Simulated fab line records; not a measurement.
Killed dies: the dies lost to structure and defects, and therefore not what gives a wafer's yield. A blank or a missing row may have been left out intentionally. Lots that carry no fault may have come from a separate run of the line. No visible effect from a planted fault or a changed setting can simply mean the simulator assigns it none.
Struck lot and sound lot, side by side :: flow sky130 :: 24 out of 708 route steps
Sound: the wafers L313.2, L313.3, L313.4. Struck: wafer L320.1; the same lot's L320.3 was not struck, so it is left out; see the end for the cause.
Order at every step that has rows: each side's tool, ch and its chambers, its first start. Under that, the readings that differ: sound wafers :: struck wafers :: difference of the means :: sigmas: that difference in standard deviations of wafers without a fault.
alike: readings whose means differ by less than 2 such deviations, and words and numbers that are the same on both sides. not compared: withheld readings, readings that some wafer has no value for, bounds like >300 that may hide the same value, and numbers for which the record gives no deviation and whose values overlap.
The two part at a step that has a row with sigmas, a row that says differs or no value, or rows on one side only. Numbers that don't overlap but have no deviation are shown without sigmas and don't part them. A reading that every wafer of one side lacks parts them only if that side has two wafers or more.

first, 8 steps without rows for these wafers: SKY_RES_XHIGH_DEHYDRATE_00 (time 60 s); SKY_RES_XHIGH_HMDS_01 (prime time 60 s); SKY_RES_XHIGH_COAT_02 (resist thk 1140 nm); SKY_RES_XHIGH_SOFTBAKE_03 (time 60 s); SKY_RES_XHIGH_EXPOSE_04 (exposes mask URPM, target cd 1270 nm); SKY_RES_XHIGH_PEB_05; SKY_RES_XHIGH_DEVELOP_06 (develop time 60 s); SKY_RES_XHIGH_IMPLANT_07.
SKY_RES_XHIGH_STRIP_08: strips in O2/N2.
  sound on plasma-asher-03 ch 0,1, day 29 19:28; struck on plasma-asher-01 ch 1, day 31 17:23
  alike: drypump-motor-current-A, oes-product-au, strip-time-to-endpoint-s
  not compared: rf-hours-counter-h
SKY_RES_XHIGH_TW_MEAS_09:
  sound on film-metro-01, day 29 19:35; struck on film-metro-02, day 31 17:29
  alike: RES_XHIGH_TW
then, 2 steps without rows for these wafers: SKY_SD_N_DEHYDRATE_00 (time 60 s); SKY_SD_N_HMDS_01 (prime time 60 s).
SKY_SD_N_COAT_02: resist thk 1140 nm.
  sound on litho-track-02 ch 0, day 30 09:15; struck on litho-track-01 ch 0, day 32 07:01
reading: model.NOVOLAK_of_SD_N_COAT_02.thk-nm (nm)
sound: 1144 1143 1140
struck: 816.1
difference: -326.2
sigmas: 
then, 3 steps without rows for these wafers: SKY_SD_N_SOFTBAKE_03 (time 60 s); SKY_SD_N_EXPOSE_04 (exposes mask NSDM, target cd 380 nm); SKY_SD_N_PEB_05.
SKY_SD_N_DEVELOP_06: develop time 60 s.
  sound on litho-track-01 ch 0, day 30 22:53; struck on litho-track-03 ch 0, day 32 20:32
reading: model.NOVOLAK_of_SD_N_COAT_02.thk-nm (nm)
sound: 1144 1142 1140
struck: 815.7
difference: -326.3
sigmas: 
SKY_SD_N_CD_MEAS_07: the cd target is 380 nm.
  sound on cd-sem-01, day 30 23:02; struck on cd-sem-01, day 32 20:41
reading: cd-nm (nm)
sound: 381.3 382.1 379.3
struck: 418.9
difference: +38.0
sigmas: +17
SKY_SD_N_OVL_MEAS_08:
  sound on overlay-01, day 30 23:08; struck on overlay-02, day 32 20:48
  alike: SD_N_OVL
then, 2 steps without rows for these wafers: SKY_SD_N_IMPLANT_09; SKY_SD_N_IMPLANT_10.
SKY_SD_N_STRIP_11: strips in O2/N2.
  sound on plasma-asher-02 ch 0,1, day 30 23:28; struck on plasma-asher-01 ch 1, day 32 21:08
reading: oes-product-au (a.u.)
sound: 0.532 0.527 0.524
struck: 0.489
difference: -0.039
sigmas: -9

reading: strip-time-to-endpoint-s (s)
sound: 22.61 22.59 22.54
struck: 18.90
difference: -3.68
sigmas: -77
  alike: drypump-motor-current-A
  not compared: rf-hours-counter-h
SKY_SD_N_TW_MEAS_12:
  sound on film-metro-02, day 30 23:34; struck on film-metro-04, day 32 21:14
  alike: SD_N_TW
-- here the record skips 16 days between the struck wafers' starts before and after, leaving off in module SD_N and picking up in module PAD_OPEN (first step shown: number 708 of the route) --
SKY_PAD_OPEN_PROBE_99:
  rows exist in the record for the struck wafers here (prober-01, day 49 06:41), but not for the sound ones

## WHERE THEY PART
Last at SKY_PAD_OPEN_PROBE_99 as far as this record goes, first at SKY_SD_N_CD_MEAS_07.

WHY: what the simulator had put in
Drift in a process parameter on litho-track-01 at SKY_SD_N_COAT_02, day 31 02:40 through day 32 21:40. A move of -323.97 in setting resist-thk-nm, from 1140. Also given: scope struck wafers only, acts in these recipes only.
